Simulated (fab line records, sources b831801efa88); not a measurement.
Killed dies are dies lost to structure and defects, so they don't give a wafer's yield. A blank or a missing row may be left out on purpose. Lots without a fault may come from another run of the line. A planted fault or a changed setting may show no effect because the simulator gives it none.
Which tool did it? | flow sky130 | 12 lots, 36 wafers sampled, at 2 steps of a route of 708

WHAT THE GAUGES READ, wafer by wafer
SKY_CONTACT_BOW_MEAS_05.
lot  | measured     | on            | CONTACT_BOW (um)
L075 | day 28 06:13 | film_metro-01 | 79 81 74
L077 | day 28 08:24 | film_metro-03 | 95 93 85
L079 | day 29 09:53 | film_metro-01 | 72 67 93
L081 | day 29 22:49 | film_metro-03 | 72 75 71
L083 | day 30 11:43 | film_metro-04 | 87 82 79
L085 | day 30 20:19 | film_metro-01 | 76 76 83
L087 | day 31 12:00 | film_metro-01 | 82 84 73
L089 | day 32 02:10 | film_metro-03 | 92 88 75
L091 | day 32 21:23 | film_metro-03 | 76 84 79
L092 | day 40 19:51 | film_metro-03 | 77 86 90
L095 | day 40 22:31 | film_metro-03 | 76 92 80
L096 | day 40 23:25 | film_metro-03 | 86 91 73

WHICH TOOL RAN EACH LOT (tool, then ch and the chambers of the sampled wafers, then the start)
lot  | SKY_NWELL_STRIP_14
L075 | plasma_asher-02 ch 0, day 4 18:06
L077 | plasma_asher-04 ch 0,1, day 5 07:22
L079 | plasma_asher-02 ch 0,1, day 5 19:13
L081 | plasma_asher-02 ch 0,1, day 6 06:50
L083 | plasma_asher-02 ch 1, day 6 13:28
L085 | plasma_asher-01 ch 0,1, day 6 22:03
L087 | plasma_asher-04 ch 0,1, day 7 07:15
L089 | plasma_asher-02 ch 0,1, day 7 14:46
L091 | plasma_asher-02 ch 0,1, day 7 21:01
L092 | plasma_asher-02 ch 0, day 13 05:52
L095 | plasma_asher-02 ch 0,1, day 13 06:46
L096 | plasma_asher-01 ch 0, day 13 07:16
- SKY_NWELL_STRIP_14: strips in O2/N2.

THE ANSWER, worked out from the rows above alone
Rule: what is usual is taken from the lots themselves. Put in order of their means at a reading, lots are off if they are a third of the lots or fewer, leave a main group of 4 or more, and stand apart from it by a gap of 3 or more times the standard deviation of the main group's means; of several such gaps the widest counts. A main group whose means are all the same, to the digits that the tables above print for the reading, isn't used. A lot without any number at a reading at which 4 lots or more have one is off too. The other lots that the step has rows for count as sound.
No lot is off at any reading shown: from this, nothing can be told.

WHAT THE SIMULATOR HAD PUT IN
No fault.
